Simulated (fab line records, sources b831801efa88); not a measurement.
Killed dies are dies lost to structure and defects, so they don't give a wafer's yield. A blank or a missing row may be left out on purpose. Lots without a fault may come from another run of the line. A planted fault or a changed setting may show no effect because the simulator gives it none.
Chamber matching | flow sky130 | SKY_VIA2_HDPCVD_00 on hdpcvd-01: 3 sister chambers
The step deposits SiO2, target thk 1180 nm, time 196.7 s. 6 wafers are shown with their chamber, then 7 later ones without.

WAFERS WITH THEIR CHAMBER
wafer  | chamber | run_length_s (s)
L580.3 | 1       | 224.2
L582.1 | 0       | 224.5
L582.4 | 0       | 223.9
L582.5 | 1       | 224.2
L586.1 | 2       | 223.5
L586.4 | 2       | 223.6

WAFERS WITHOUT THEIR CHAMBER
wafer  | run_length_s (s)
L586.6 | 224.8
L590.1 | 223.4
L590.4 | 223.9
L590.6 | 223.7
L599.1 | 223.8
L599.3 | 223.9
L599.4 | 223.5

WHICH CHAMBER EACH WENT THROUGH
wafer  | from the rows above          | in truth
L586.6 | can't be placed: 0 or 1      | 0
L590.1 | 2                            | 2
L590.4 | can't be placed: 0 or 1 or 2 | 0
L590.6 | can't be placed: 2 or 0 or 1 | 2
L599.1 | can't be placed: 2 or 0 or 1 | 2
L599.3 | can't be placed: 0 or 1 or 2 | 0
L599.4 | 2                            | 2
Placed correctly: 2 of 7. Can't be placed from these rows: 5 (the true chamber is among the candidates in 5). Placed wrongly: 0.
How it was worked out, from the rows above alone: a wafer's distance from a chamber is the root of the sum, over the readings, of the square of ((its reading less the chamber's mean) divided by the reading's scatter). The wafer belongs to the nearest chamber; if the next one is less than 2 further off, it can't be placed. A chamber's mean is the mean of its shown wafers. The scatter: the root of (the sum of the squares of (reading less its chamber's mean) over the shown wafers, divided by (wafers less chambers)).
